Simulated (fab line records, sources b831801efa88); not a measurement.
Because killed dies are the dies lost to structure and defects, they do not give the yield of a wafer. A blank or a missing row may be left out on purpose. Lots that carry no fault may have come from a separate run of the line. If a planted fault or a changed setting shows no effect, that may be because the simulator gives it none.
fab line records	flow gf180mcu	part 1 of 2: steps 1 to 31 of 45
record: lots: 5	wafers: 15	last-day: 33
route steps=602 shown MIM@512 M5@526 V5@540
lots with no fault: from the same line, run without faults
start-h: the number of hours between the record's first day and the start of the first shown wafer of the lot	wait-h: time in hours since the lot's previous step	" as in the row above	L1.1+2: a single row standing in for several wafers	- no value, or no start given	* or withheld: withheld	< > ~ a bound
route shown NAME@n: NAME is a module with steps in the file, n the number in the route of the first one	usual: mean/standard deviation of fault-free wafers	same: alike in all rows	chamber/n: place in a boat	sites: per-site readings	_std_site: their standard deviation	_edge_site: the outer-site mean with the inner-site mean subtracted	radius-mm: how far each site lies from the wafer's centre	mask NAME#n: copy n	behind: the tool/chamber that last shaped the wafer	hold: the reason the lot was held/the length of the hold in hours/how it ended	device: which transistor (n, p or np) failed to switch	end of line: tests run on the same wafers once the route is complete	for a step that has no rows: nothing shown but its recipe	killed: dies that structure and defects cost at the first sort, which is not the same as the wafer's yield	map: per-die view of a wafer (x killed, . not killed, _ where there is no die)
set.NAME: the setting the step ran with; set.NAME@STEP: the setting that earlier step ran with	model.NAME: the simulator's own value behind a step, which no gauge read
certain route steps with their lots: each step a table, each wafer a row
services: the hour from which a tool's chamber was out of use, counted from the record's first day as start-h (under 0 if before that day), plus the number of hours and why
== steps ==
step: GF_MIM_SPUTTER_09
recipe: material: TiN	target-thk-nm: 35	power-w: 6500	time-s: 29.2	chamber-pressure-pa: 0.4
usual: chamber-pressure-pa: 0.4000/0.00086	throttle-valve-pct: 30.0/0.95
lot.wafer	tool	chamber	start-h	wait-h	chamber-pressure-pa	throttle-valve-pct
L078.1	pvd-sputter-01	-	599.58	0.0	0.4009	28.9
L078.4	"	-	"	"	0.4004	29.1
L078.6	"	-	"	"	0.3981	29.0
L082.1	pvd-sputter-03	-	635.11	0.0	0.4000	29.8
L082.3	"	-	"	"	0.3999	28.1
L082.4	"	-	"	"	0.3991	30.2
L086.1	pvd-sputter-04	-	659.23	0.0	0.4001	29.5
L086.4	"	-	"	"	0.3996	30.6
L086.5	"	-	"	"	0.4004	30.2
L090.1	pvd-sputter-01	-	687.41	0.0	0.4002	29.2
L090.5	"	-	"	"	0.4004	29.1
L090.6	"	-	"	"	0.4011	30.4
L093.2	pvd-sputter-04	-	707.98	0.0	0.4003	29.9
L093.3	"	-	"	"	0.4003	30.5
L093.4	"	-	"	"	0.4007	29.4
step: GF_MIM_RS_MEAS_10
recipe: thk-meas-gauge: four-point-probe	reads: TiN_of_MIM_SPUTTER_09+AlCu_of_MIM_SPUTTER_08+TiN_of_MIM_SPUTTER_07
usual: MIM_ALCU_RS: 0.1601/0.0021
lot.wafer	tool	chamber	start-h	wait-h	MIM_ALCU_RS[ohm/sq]
L078.1	film-metro-02	-	599.61	0.0	0.1621
L078.4	"	-	"	"	0.1594
L078.6	"	-	"	"	0.1581
L082.1	film-metro-03	-	635.15	0.0	0.1611
L082.3	"	-	"	"	0.1635
L082.4	"	-	"	"	0.1607
L086.1	film-metro-04	-	659.26	0.0	0.1585
L086.4	"	-	"	"	0.1577
L086.5	"	-	"	"	0.1582
L090.1	film-metro-04	-	687.44	0.0	0.1621
L090.5	"	-	"	"	0.1625
L090.6	"	-	"	"	0.1608
L093.2	film-metro-03	-	708.03	0.0	0.1596
L093.3	"	-	"	"	0.1554
L093.4	"	-	"	"	0.1590
step: GF_MIM_THK_MEAS_11
recipe: thk-meas-gauge: xrf	reads: AlCu_of_MIM_SPUTTER_08
usual: MIM_ALCU_THK: 199.9/2.9
lot.wafer	tool	chamber	start-h	wait-h	MIM_ALCU_THK[nm]
L078.1	film-metro-02	-	599.73	0.1	195.8
L078.4	"	-	"	"	199.7
L078.6	"	-	"	"	200.8
L082.1	film-metro-03	-	635.27	0.1	199.7
L082.3	"	-	"	"	196.3
L082.4	"	-	"	"	201.0
L086.1	film-metro-04	-	659.38	0.1	201.6
L086.4	"	-	"	"	203.0
L086.5	"	-	"	"	202.7
L090.1	film-metro-04	-	687.56	0.1	197.4
L090.5	"	-	"	"	197.1
L090.6	"	-	"	"	199.2
L093.2	film-metro-03	-	708.14	0.1	201.6
L093.3	"	-	"	"	206.5
L093.4	"	-	"	"	201.8
step: GF_MIM_DEHYDRATE_12
recipe: temp-c: 200	time-s: 60
lot.wafer	tool	chamber	start-h	wait-h
L078.1+4+6	litho-track-03	0	610.02	10.3
L082.1+3+4	litho-track-01	0	644.54	9.3
L086.1+4+5	litho-track-01	0	668.39	9.0
L090.1+5+6	litho-track-04	0	695.96	8.4
L093.2+3+4	litho-track-04	0	715.99	7.8
step: GF_MIM_HMDS_13
recipe: prime-time-s: 60	prime-temp-c: 120
lot.wafer	tool	chamber	start-h	wait-h
L078.1+4+6	litho-track-03	0	610.17	0.1
L082.1+3+4	litho-track-01	0	644.69	0.1
L086.1+4+5	litho-track-01	0	668.54	0.1
L090.1+5+6	litho-track-04	0	696.11	0.1
L093.2+3+4	litho-track-04	0	716.14	0.1
step: GF_MIM_COAT_14
recipe: resist: NOVOLAK	spin-rpm: 3000	resist-thk-nm: 1000
lot.wafer	tool	chamber	start-h	wait-h
L078.1+4+6	litho-track-03	0	610.32	0.1
L082.1+3+4	litho-track-01	0	644.84	0.1
L086.1+4+5	litho-track-01	0	668.69	0.1
L090.1+5+6	litho-track-04	0	696.26	0.1
L093.2+3+4	litho-track-04	0	716.29	0.1
step: GF_MIM_SOFTBAKE_15
recipe: temp-c: 90	time-s: 60	resist: NOVOLAK
lot.wafer	tool	chamber	start-h	wait-h
L078.1+4+6	litho-track-03	0	610.47	0.1
L082.1+3+4	litho-track-01	0	644.99	0.1
L086.1+4+5	litho-track-01	0	668.84	0.1
L090.1+5+6	litho-track-04	0	696.41	0.1
L093.2+3+4	litho-track-04	0	716.44	0.1
step: GF_MIM_EXPOSE_16
recipe: mask-id: FuseTop	target-cd-nm: 2000	na: 0.6	source-shape: conventional	sigma-outer: 0.6	dose-mj: 140
same: na: 0.6
lot.wafer	tool	chamber	start-h	wait-h	mask
L078.1+4+6	iline-stepper-01	0	-	-	FuseTop#0
L082.1+3+4	iline-stepper-02	0	-	-	FuseTop#0
L086.1+4+5	iline-stepper-02	0	-	-	FuseTop#0
L090.1+5+6	iline-stepper-01	0	-	-	FuseTop#0
L093.2+3+4	iline-stepper-02	0	-	-	FuseTop#0
step: GF_MIM_PEB_17
recipe: temp-c: withheld	time-s: *	resist: NOVOLAK
lot.wafer	tool	chamber	start-h	wait-h
L078.1+4+6	litho-track-04	0	-	-
L082.1+3+4	litho-track-01	0	-	-
L086.1+4+5	litho-track-04	0	-	-
L090.1+5+6	litho-track-03	0	-	-
L093.2+3+4	litho-track-04	0	-	-
step: GF_MIM_DEVELOP_18
recipe: develop-time-s: 60	dev-temp-c: 23
lot.wafer	tool	chamber	start-h	wait-h
L078.1+4+6	litho-track-04	0	620.97	0.1
L082.1+3+4	litho-track-01	0	654.54	0.1
L086.1+4+5	litho-track-04	0	678.21	0.1
L090.1+5+6	litho-track-03	0	705.57	0.1
L093.2+3+4	litho-track-04	0	725.44	0.1
step: GF_MIM_METAL_ETCH_19
recipe: chemistry: Cl2/BCl3	mask-material: NOVOLAK	stop-on: Si3N4	target-depth-nm: 324.5	pressure-mtorr: 8	icp-w: 800	bias-w: 140	Cl2_flow_sccm: 80	bcl3-flow-sccm: 40	time-s: 54.1
usual: drypump-motor-current-A: 5.7/0.3	mfc-cl2-sccm: 79.96/0.26	oes-product-au: 0.942/0.0067	throttle-valve-pct: 28.285/0.0096
lot.wafer	tool	chamber	start-h	wait-h	drypump-motor-current-A	mfc-cl2-sccm	oes-product-au	rf-hours-counter-h	throttle-valve-pct
L078.1	rie-metal-03	0	621.12	0.1	5.7	80.02	0.941	4	28.275
L078.4	"	0	"	"	5.7	80.48	0.943	-	28.280
L078.6	"	1	"	"	5.6	79.66	0.949	-	28.279
L082.1	rie-metal-01	0	654.69	0.1	5.3	79.96	0.934	3	28.303
L082.3	"	1	"	"	5.6	80.05	0.944	-	28.296
L082.4	"	0	"	"	5.3	79.86	0.940	-	28.278
L086.1	rie-metal-03	0	678.36	0.1	5.7	80.27	0.949	6	28.279
L086.4	"	1	"	"	5.6	79.93	0.941	-	28.284
L086.5	"	0	"	"	5.7	79.97	0.954	-	28.287
L090.1	rie-metal-04	0	705.72	0.1	5.7	80.56	0.944	16	28.299
L090.5	"	1	"	"	6.4	79.89	0.940	-	28.274
L090.6	"	0	"	"	5.7	80.05	0.943	-	28.298
L093.2	rie-metal-01	0	725.56	0.1	5.3	79.80	0.955	6	28.302
L093.3	"	1	"	"	5.6	80.24	0.944	-	28.283
L093.4	"	0	"	"	5.3	80.01	0.939	-	28.288
step: GF_MIM_STRIP_20
recipe: chemistry: O2/N2	power-w: 1400	pressure-mtorr: 1500	platen-temp-c: 250	o2-flow-sccm: 3000	n2-flow-sccm: 300	overash-fraction: 0.5
usual: drypump-motor-current-A: 5.5/0.44	heater-power-w: 333/23	oes-product-au: 0.692/0.0049	strip-time-to-endpoint-s: 11.22/0.054
lot.wafer	tool	chamber	start-h	wait-h	drypump-motor-current-A	heater-power-w	oes-product-au	rf-hours-counter-h	strip-time-to-endpoint-s
L078.1	plasma-asher-02	1	621.19	0.0	5.3	341	0.687	50	11.22
L078.4	"	0	"	"	5.4	335	0.698	-	11.19
L078.6	"	0	"	"	5.4	326	0.689	-	11.20
L082.1	plasma-asher-03	0	654.76	0.0	5.6	365	0.700	98	11.26
L082.3	"	1	"	"	5.5	284	0.696	-	11.28
L082.4	"	0	"	"	5.5	363	0.695	-	11.23
L086.1	plasma-asher-03	0	678.43	0.0	5.6	362	0.693	99	11.15
L086.4	"	1	"	"	5.5	293	0.683	-	11.22
L086.5	"	0	"	"	5.6	366	0.695	-	11.20
L090.1	plasma-asher-02	1	705.79	0.0	5.3	345	0.692	59	11.28
L090.5	"	1	"	"	5.4	340	0.693	-	11.23
L090.6	"	0	"	"	5.3	335	0.690	-	11.28
L093.2	plasma-asher-02	1	725.63	0.0	5.3	334	0.691	61	11.15
L093.3	"	0	"	"	5.4	331	0.686	-	11.16
L093.4	"	1	"	"	5.3	347	0.685	-	11.17
step: GF_MIM_STRIP_21
recipe: chemistry: post-etch-residue-remover	time-s: 1200	temp-c: 72.5
lot.wafer	tool	chamber	start-h	wait-h
L078.1+4+6	wet-bench-04	0	621.29	0.1
L082.1+3+4	wet-bench-01	1	654.86	0.1
L086.1+4+5	wet-bench-02	3	678.53	0.1
L090.1+5+6	wet-bench-04	1	705.89	0.1
L093.2+3+4	wet-bench-01	3	725.73	0.1
step: GF_MIM_CLEAN_22
recipe: chemistry: DIW	dry: n2-spin
lot.wafer	tool	chamber	start-h	wait-h
L078.1+4+6	wet-bench-01	1	621.63	0.0
L082.1+3+4	wet-bench-04	2	655.20	0.0
L086.1+4+5	wet-bench-01	3	679.22	0.0
L090.1+5+6	wet-bench-01	3	706.23	0.0
L093.2+3+4	wet-bench-02	1	726.08	0.0
step: GF_M5_DEHYDRATE_00
recipe: temp-c: 200	time-s: 60
lot.wafer	tool	chamber	start-h	wait-h
L078.1+4+6	litho-track-04	0	631.47	9.7
L082.1+3+4	litho-track-02	0	664.26	9.0
L086.1+4+5	litho-track-04	0	687.11	7.8
L090.1+5+6	litho-track-04	0	714.31	8.0
L093.2+3+4	litho-track-02	0	734.68	8.5
step: GF_M5_HMDS_01
recipe: prime-time-s: 60	prime-temp-c: 120
lot.wafer	tool	chamber	start-h	wait-h
L078.1+4+6	litho-track-04	0	631.62	0.1
L082.1+3+4	litho-track-02	0	664.41	0.1
L086.1+4+5	litho-track-04	0	687.26	0.1
L090.1+5+6	litho-track-04	0	714.46	0.1
L093.2+3+4	litho-track-02	0	734.83	0.1
step: GF_M5_COAT_02
recipe: resist: KrF	spin-rpm: withheld	resist-thk-nm: 1000
lot.wafer	tool	chamber	start-h	wait-h
L078.1+4+6	litho-track-04	0	631.77	0.1
L082.1+3+4	litho-track-02	0	664.56	0.1
L086.1+4+5	litho-track-04	0	687.41	0.1
L090.1+5+6	litho-track-04	0	714.61	0.1
L093.2+3+4	litho-track-02	0	734.98	0.1
step: GF_M5_SOFTBAKE_03
recipe: temp-c: 130	time-s: 60	resist: KrF
lot.wafer	tool	chamber	start-h	wait-h
L078.1+4+6	litho-track-04	0	631.92	0.1
L082.1+3+4	litho-track-02	0	664.71	0.1
L086.1+4+5	litho-track-04	0	687.56	0.1
L090.1+5+6	litho-track-04	0	714.76	0.1
L093.2+3+4	litho-track-02	0	735.13	0.1
step: GF_M5_EXPOSE_04
recipe: mask-id: Metal5	target-cd-nm: 280	na: 0.68	source-shape: conventional	sigma-outer: 0.6	dose-mj: 28
same: na: 0.68
lot.wafer	tool	chamber	start-h	wait-h	mask
L078.1+4+6	krf-scanner-02	0	-	-	Metal5#0
L082.1+3+4	krf-scanner-02	0	-	-	Metal5#0
L086.1+4+5	krf-scanner-02	0	-	-	Metal5#0
L090.1+5+6	krf-scanner-02	0	-	-	Metal5#0
L093.2+3+4	krf-scanner-02	0	-	-	Metal5#0
step: GF_M5_PEB_05
recipe: peb-temp-c: 135	peb-time-s: 90	resist: KrF
lot.wafer	tool	chamber	start-h	wait-h
L078.1+4+6	litho-track-02	0	-	-
L082.1+3+4	litho-track-04	0	-	-
L086.1+4+5	litho-track-04	0	-	-
L090.1+5+6	litho-track-04	0	-	-
L093.2+3+4	litho-track-02	0	-	-
step: GF_M5_DEVELOP_06
recipe: develop-time-s: 60	dev-temp-c: 21
lot.wafer	tool	chamber	start-h	wait-h
L078.1+4+6	litho-track-02	0	641.91	0.2
L082.1+3+4	litho-track-04	0	674.36	0.2
L086.1+4+5	litho-track-04	0	696.76	0.2
L090.1+5+6	litho-track-04	0	723.56	0.2
L093.2+3+4	litho-track-02	0	743.68	0.2
step: GF_M5_CD_MEAS_07
recipe: target-cd-nm: 280
usual: cd-nm: 279.9/1.1
lot.wafer	tool	chamber	start-h	wait-h	cd-nm
L078.1	cd-sem-01	-	642.06	0.1	279.9
L078.4	"	-	"	"	280.0
L078.6	"	-	"	"	280.1
L082.1	cd-sem-01	-	674.51	0.1	281.3
L082.3	"	-	"	"	280.6
L082.4	"	-	"	"	280.8
L086.1	cd-sem-01	-	696.91	0.1	280.3
L086.4	"	-	"	"	281.3
L086.5	"	-	"	"	281.7
L090.1	cd-sem-01	-	723.71	0.1	280.4
L090.5	"	-	"	"	280.6
L090.6	"	-	"	"	280.0
L093.2	cd-sem-01	-	743.83	0.1	280.8
L093.3	"	-	"	"	279.7
L093.4	"	-	"	"	279.9
step: GF_M5_OVL_MEAS_08
usual: M5_OVL: 4/6.3
lot.wafer	tool	chamber	start-h	wait-h	M5_OVL[nm]
L078.1	overlay-01	-	642.18	0.1	6
L078.4	"	-	"	"	10
L078.6	"	-	"	"	11
L082.1	overlay-02	-	674.63	0.1	0
L082.3	"	-	"	"	-7
L082.4	"	-	"	"	0
L086.1	overlay-01	-	697.03	0.1	8
L086.4	"	-	"	"	0
L086.5	"	-	"	"	11
L090.1	overlay-02	-	723.83	0.1	1
L090.5	"	-	"	"	6
L090.6	"	-	"	"	-2
L093.2	overlay-01	-	743.94	0.1	-5
L093.3	"	-	"	"	4
L093.4	"	-	"	"	0
step: GF_M5_ETCH_09
recipe: chemistry: CF4/O2	target: Si3N4	target-depth-nm: 52	source-w: 800	bias-w: 150	pressure-mtorr: 150	cf4-flow-sccm: 80	O2_flow_sccm: 10	time-s: 11.6
usual: drypump-motor-current-A: 5.7/0.54	oes-product-au: 0.996/0.011	throttle-valve-pct: 5.970/0.01
lot.wafer	tool	chamber	start-h	wait-h	drypump-motor-current-A	oes-product-au	rf-hours-counter-h	throttle-valve-pct
L078.1	rie-diel-04	1	642.22	0.0	6.1	0.983	2	5.945
L078.4	"	2	"	"	5.9	1.014	16	5.967
L078.6	"	3	"	"	6.7	0.990	-	5.960
L082.1	rie-diel-04	0	674.67	0.0	5.3	1.000	19	5.977
L082.3	"	2	"	"	5.8	0.996	17	5.983
L082.4	"	1	"	"	6.1	0.982	3	5.966
L086.1	rie-diel-04	3	697.07	0.0	6.7	1.000	25	5.978
L086.4	"	1	"	"	6.1	0.973	4	5.956
L086.5	"	3	"	"	6.7	0.990	-	5.972
L090.1	rie-diel-01	0	723.87	0.0	5.5	1.000	43	5.967
L090.5	"	1	"	"	5.0	0.997	-	5.961
L090.6	"	2	"	"	5.9	1.000	-	5.952
L093.2	rie-diel-01	1	743.97	0.0	5.0	0.991	37	5.977
L093.3	"	3	"	"	4.7	1.003	5	5.980
L093.4	"	2	"	"	5.9	0.993	5	5.978
step: GF_M5_METAL_ETCH_10
recipe: chemistry: Cl2/BCl3	mask-material: KrF	target-depth-nm: 750.8	stop-on: SiO2	pressure-mtorr: 8	icp-w: 800	bias-w: 140	Cl2_flow_sccm: 80	bcl3-flow-sccm: 40	time-s: 125.1
usual: drypump-motor-current-A: 5.9/0.36	mfc-cl2-sccm: 79.98/0.23	oes-product-au: 0.985/0.01	throttle-valve-pct: 28.235/0.014
lot.wafer	tool	chamber	start-h	wait-h	drypump-motor-current-A	mfc-cl2-sccm	oes-product-au	rf-hours-counter-h	throttle-valve-pct
L078.1	rie-metal-04	0	642.24	0.0	5.7	80.02	0.976	13	28.255
L078.4	"	1	"	"	6.3	79.86	0.984	-	28.239
L078.6	"	1	"	"	6.4	79.94	0.977	-	28.231
L082.1	rie-metal-02	1	674.69	0.0	6.1	80.55	0.983	9	28.225
L082.3	"	0	"	"	5.7	79.75	1.001	-	28.234
L082.4	"	1	"	"	6.1	80.20	0.995	-	28.226
L086.1	rie-metal-01	0	697.09	0.0	5.3	80.23	0.998	4	28.218
L086.4	"	0	"	"	5.3	80.01	0.991	-	28.222
L086.5	"	1	"	"	5.6	80.11	0.994	-	28.239
L090.1	rie-metal-04	1	723.89	0.0	6.4	80.08	0.971	14	28.252
L090.5	"	1	"	"	6.4	79.60	0.984	-	28.239
L090.6	"	1	"	"	6.4	79.86	0.974	-	28.248
L093.2	rie-metal-02	0	743.99	0.0	5.7	79.92	0.997	5	28.235
L093.3	"	1	"	"	6.1	80.04	0.976	-	28.222
L093.4	"	0	"	"	5.7	79.72	0.994	-	28.244
step: GF_M5_STRIP_11
recipe: chemistry: O2/N2	power-w: 1400	pressure-mtorr: 1500	platen-temp-c: 250	o2-flow-sccm: 3000	n2-flow-sccm: 300	overash-fraction: 0.5
usual: drypump-motor-current-A: 5.6/0.57	heater-power-w: 340/17	oes-product-au: 0.524/0.0058	strip-time-to-endpoint-s: 7.07/0.094
lot.wafer	tool	chamber	start-h	wait-h	drypump-motor-current-A	heater-power-w	oes-product-au	rf-hours-counter-h	strip-time-to-endpoint-s
L078.1	plasma-asher-01	1	642.37	0.1	5.2	363	0.527	22	7.17
L078.4	"	0	"	"	6.6	376	0.533	-	7.13
L078.6	"	0	"	"	6.6	365	0.530	-	7.14
L082.1	plasma-asher-02	0	674.82	0.1	5.4	335	0.526	56	7.01
L082.3	"	1	"	"	5.3	341	0.516	-	6.92
L082.4	"	0	"	"	5.4	326	0.520	-	7.01
L086.1	plasma-asher-01	1	697.27	0.1	5.2	359	0.521	29	7.09
L086.4	"	0	"	"	6.6	356	0.531	-	7.04
L086.5	"	1	"	"	5.2	360	0.528	-	7.10
L090.1	plasma-asher-02	1	724.15	0.2	5.4	345	0.521	61	7.11
L090.5	"	0	"	"	5.4	323	0.534	-	7.15
L090.6	"	1	"	"	5.3	344	0.524	-	7.18
L093.2	plasma-asher-02	1	744.12	0.1	5.3	351	0.521	63	6.93
L093.3	"	0	"	"	5.4	322	0.517	-	7.05
L093.4	"	1	"	"	5.4	346	0.518	-	6.96
step: GF_M5_STRIP_12
recipe: chemistry: post-etch-residue-remover	time-s: 1200	temp-c: 72.5
lot.wafer	tool	chamber	start-h	wait-h
L078.1+4+6	wet-bench-03	3	642.47	0.1
L082.1+3+4	wet-bench-04	2	674.92	0.1
L086.1+4+5	wet-bench-03	2	697.37	0.1
L090.1+5+6	wet-bench-02	2	724.25	0.1
L093.2+3+4	wet-bench-02	2	744.22	0.1
step: GF_M5_CLEAN_13
recipe: chemistry: DIW	dry: n2-spin
lot.wafer	tool	chamber	start-h	wait-h
L078.1+4+6	wet-bench-02	0	642.81	0.0
L082.1+3+4	wet-bench-03	2	675.33	0.0
L086.1+4+5	wet-bench-02	3	697.74	0.0
L090.1+5+6	wet-bench-04	0	724.59	0.0
L093.2+3+4	wet-bench-03	2	744.62	0.0
step: GF_V5_CVD_00
recipe: material: SiO2	target-thk-nm: 300	sigma-open-frac: 0.3	temp-c: 400	time-s: 50	sih4-flow-sccm: 57.75	pressure-mtorr: 6
lot.wafer	tool	chamber	start-h	wait-h
L078.1+4+6	hdpcvd-01	0,1,2	642.99	0.0
L082.1+3+4	hdpcvd-02	2,1,2	675.42	0.0
L086.1+4+5	hdpcvd-01	1,0,2	697.84	0.0
L090.1+5+6	hdpcvd-01	1,2,0	724.68	0.0
L093.2+3+4	hdpcvd-02	1,2,1	744.72	0.0
step: GF_V5_THK_MEAS_01
recipe: reads: SiO2_of_V5_CVD_00
usual: V5_CVD_00_THK: 290/4
lot.wafer	tool	chamber	start-h	wait-h	V5_CVD_00_THK[nm]
L078.1	film-metro-02	-	643.04	0.0	293
L078.4	"	-	"	"	294
L078.6	"	-	"	"	281
L082.1	film-metro-02	-	675.47	0.0	290
L082.3	"	-	"	"	286
L082.4	"	-	"	"	287
L086.1	film-metro-02	-	697.88	0.0	285
L086.4	"	-	"	"	290
L086.5	"	-	"	"	284
L090.1	film-metro-01	-	724.73	0.0	294
L090.5	"	-	"	"	285
L090.6	"	-	"	"	296
L093.2	film-metro-01	-	744.77	0.0	297
L093.3	"	-	"	"	291
L093.4	"	-	"	"	292
step: GF_V5_CVD_02
recipe: material: SiO2	target-thk-nm: 1450	precursor: TEOS	temp-c: 400	time-s: 163.28	rf-w: 600
usual: heater-power-w: 645/97
lot.wafer	tool	chamber	start-h	wait-h	heater-power-w
L078.1	pecvd-04	1	643.10	0.1	528
L078.4	"	2	"	"	609
L078.6	"	1	"	"	608
L082.1	pecvd-01	2	675.53	0.1	789
L082.3	"	1	"	"	618
L082.4	"	0	"	"	736
L086.1	pecvd-01	2	697.94	0.1	719
L086.4	"	0	"	"	755
L086.5	"	2	"	"	821
L090.1	pecvd-02	0	724.79	0.1	517
L090.5	"	1	"	"	654
L090.6	"	2	"	"	647
L093.2	pecvd-02	2	744.82	0.0	629
L093.3	"	0	"	"	489
L093.4	"	0	"	"	583
